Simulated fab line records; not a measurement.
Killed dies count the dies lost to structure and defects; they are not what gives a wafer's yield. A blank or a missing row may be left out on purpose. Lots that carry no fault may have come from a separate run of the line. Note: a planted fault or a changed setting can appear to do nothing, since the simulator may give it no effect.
Comparing a struck lot with a sound one    flow sky130    18 out of 708 route steps
Sound: the wafers L349.3, L349.5, L349.6. Wafers struck: L358.3, L358.5, L358.6. The cause comes at the end.
For every step that has rows: the tool of each side, followed by ch and its chambers, followed by its first start. Under that, the readings that differ: sound wafers    struck wafers    difference of the means    sigmas: that difference in standard deviations of wafers without a fault.
alike: same words and numbers on both sides, and readings whose means sit less than 2 such deviations apart. not compared: any withheld reading, any reading some wafer has no value for, any bound like >300 that may hide the same value, and any number with overlapping values for which the record gives no deviation.
The two part at a step that has a row with sigmas, a row that says differs or no value, or rows on one side only. Non-overlapping numbers with no deviation appear without sigmas and do not part them. Lack of a reading on every wafer of one side parts them only where that side has two or more wafers.

SKY_SONOS_ONO_OVL_MEAS_14:
  sound on overlay-02 at day 16 07:05; struck on overlay-01 at day 19 05:42
  alike: SONOS_ONO_OVL
SKY_SONOS_ONO_ETCH_15: etches the open film in CHF3/O2, target depth 19.52 nm, time 7.8 s.
  sound on rie-diel-03 ch 2,3, day 16 07:07; struck on rie-diel-01 ch 1,2, day 19 05:44
  alike: chf3-flow-sccm, drypump-motor-current-A, oes-product-au, throttle-valve-pct
  not compared: rf-hours-counter-h
then, 1 step without rows for these wafers: SKY_SONOS_ONO_WET_ETCH_16 (etches SiO2 in dHF, target depth 14 nm, time 280 s).
SKY_SONOS_ONO_STRIP_17: strips in O2/N2.
  sound on plasma-asher-03 ch 0,1, day 16 07:15; struck on plasma-asher-04 ch 0,1, day 19 05:57
  alike: drypump-motor-current-A, oes-product-au, strip-time-to-endpoint-s
  not compared: rf-hours-counter-h
then, 3 steps without rows for these wafers: SKY_SONOS_ONO_WET_ETCH_18 (etches Si3N4 in H3PO4, target depth 15 nm, time 172 s); SKY_GATE_OXIDE_CLEAN_00 (cleans in SC1/SC2, time 150 s); SKY_GATE_OXIDE_OXIDATION_01 (stabilise 600 s, purge 300 s, target thk 10.268 nm).
SKY_GATE_OXIDE_THK_MEAS_02:
  sound on film-metro-03 at day 16 12:02; struck on film-metro-03 at day 19 07:38
  alike: GATE_OXIDE_OXIDATION_00_THK
then, 4 steps without rows for these wafers: SKY_GATE_OXIDE_DEHYDRATE_03 (time 60 s); SKY_GATE_OXIDE_HMDS_04 (prime time 60 s); SKY_GATE_OXIDE_COAT_05 (resist thk 1140 nm); SKY_GATE_OXIDE_SOFTBAKE_06 (time 60 s).
SKY_GATE_OXIDE_EXPOSE_07: exposes mask LVOM, target cd 600 nm.
  sound on iline-stepper-01 ch 0, day 17 02:22; struck on iline-stepper-01 ch 0, day 19 22:55
reading                             sound                 struck             difference  sigmas
model.GATE_OXIDE.overlay-x-nm (nm)  0.3277 0.3277 0.3277  125.1 125.1 125.1  +124.8      
  alike: mask
then, 2 steps without rows for these wafers: SKY_GATE_OXIDE_PEB_08; SKY_GATE_OXIDE_DEVELOP_09 (develop time 60 s).
SKY_GATE_OXIDE_OVL_MEAS_10:
  sound on overlay-02 at day 17 16:55; struck on overlay-01 at day 20 14:13
reading              sound           struck             difference  sigmas
GATE_OXIDE_OVL (nm)  -1.4 -2.0 -1.6  124.8 124.8 123.6  +126.1      +90
after that, 1 step had no rows for these wafers: SKY_GATE_OXIDE_IMPLANT_11.
SKY_PAD_OPEN_PROBE_99:
  sound wafers here have rows in the record (prober-02, day 48 13:58); struck ones have none

== WHERE THEY PART ==
First at SKY_GATE_OXIDE_OVL_MEAS_10; last, within this record, at SKY_PAD_OPEN_PROBE_99.

WHY: what had been put in by the simulator
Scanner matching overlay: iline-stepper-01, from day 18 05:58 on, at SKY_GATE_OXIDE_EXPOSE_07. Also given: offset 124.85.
